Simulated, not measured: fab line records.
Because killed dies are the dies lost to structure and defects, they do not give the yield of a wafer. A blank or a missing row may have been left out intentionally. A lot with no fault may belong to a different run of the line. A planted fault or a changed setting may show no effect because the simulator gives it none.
Problem report in the 8D (eight disciplines) form, filled by code -- flow sky130 -- the parts of the form that need people (team, actions taken, sign-off) are left out

## 1. THE ISSUE
Wafers without a fault read 5.09e-06 Torr, standard deviation 2.9e-07; end-station-pressure-torr at SKY_LDD_HVP_IMPLANT_08 reads a mean of 5.87e-05 Torr on 6 wafers belonging to 2 lots. So: +99 or more standard deviations from the usual mean.
First observed at day 24 18:22: wafer L705.2, on implanter-02. The record has a number at this step for 18 wafers belonging to 6 lots. Rule for "out", or "out of limits": more than 4 standard deviations from the usual mean. The rest of the wafers with a number are treated as sound.

## 2. WHAT IT IS AND WHAT IT IS NOT
question,is,is not
which readings at this step,"end-station-pressure-torr, faraday-current-uA",-
which lots,"L705, L707","L701, L702, L714, L720"
which wafers of those lots,all that have a number,-
read on which tools,implanter-02,"implanter-03, implanter-04"
when,from day 24 18:22,"up to then (6 sound wafers); but 6 sound wafers of L714, L720 came after"

## 3. SUSPECTS, AND WHAT RULES EACH OUT
Counting: any tool at a process step up to the reading is kept as a suspect provided that every lot that is out went through it and no sound lot did after the first of them.
- plasma-asher-01 at SKY_LDD_HVN_STRIP_09 (strips in O2/N2): kept. Every lot that is out went through it, starting with L705 (day 23 12:24), and after that it ran no sound lot; the last sound lot it ran before then is L702 (day 22 22:54).
- implanter-02 at SKY_LDD_HVP_IMPLANT_08: kept. Every lot that is out went through it, starting with L705 (day 24 18:22), and after that it ran no sound lot; the last sound lot it ran before then is L702 (day 24 04:56). Out on those wafers are its own readings of end-station-pressure-torr, faraday-current-uA.
The count leaves implanter-02 at SKY_LDD_HVP_IMPLANT_08 and plasma-asher-01 at SKY_LDD_HVN_STRIP_09.

## 4. THE CAUSE (what the simulator had put in)
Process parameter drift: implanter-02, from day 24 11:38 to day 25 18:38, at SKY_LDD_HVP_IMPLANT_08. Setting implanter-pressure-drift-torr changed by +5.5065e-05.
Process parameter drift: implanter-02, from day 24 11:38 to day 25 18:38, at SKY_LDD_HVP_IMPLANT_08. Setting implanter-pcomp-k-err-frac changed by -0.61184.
2 suspects survive the count, and this tool is in that group.

## 5. THE CHAIN OF EFFECTS, in route order
Each row: a reading where the mean over the struck wafers with a number is more than 3 standard deviations away from the usual. Only readings for which the record gives a usual standard deviation are gone through. hours: the time from each lot's start at the first step in this table that gives one to its start at this step, as a median over the lots. sigmas: the change in usual standard deviations.
hours,step,reading,usual,on struck wafers,change,sigmas
0,SKY_LDD_HVP_IMPLANT_08,beam-on-s,10.02 s,10.79,+0.77,+3.9
0,SKY_LDD_HVP_IMPLANT_08,end-station-pressure-torr,5.09e-06 Torr,5.87e-05,+5.37e-05,+99 or more
0,SKY_LDD_HVP_IMPLANT_08,faraday-current-uA,95.7,85.5,-10.2,-5.4
Process steps it contains:
- SKY_LDD_HVP_IMPLANT_08

## 6. WHAT WOULD HAVE CAUGHT IT SOONER
In this record no reading fell out of limits until day 24 18:22, 7 hours after the fault had begun at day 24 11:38.
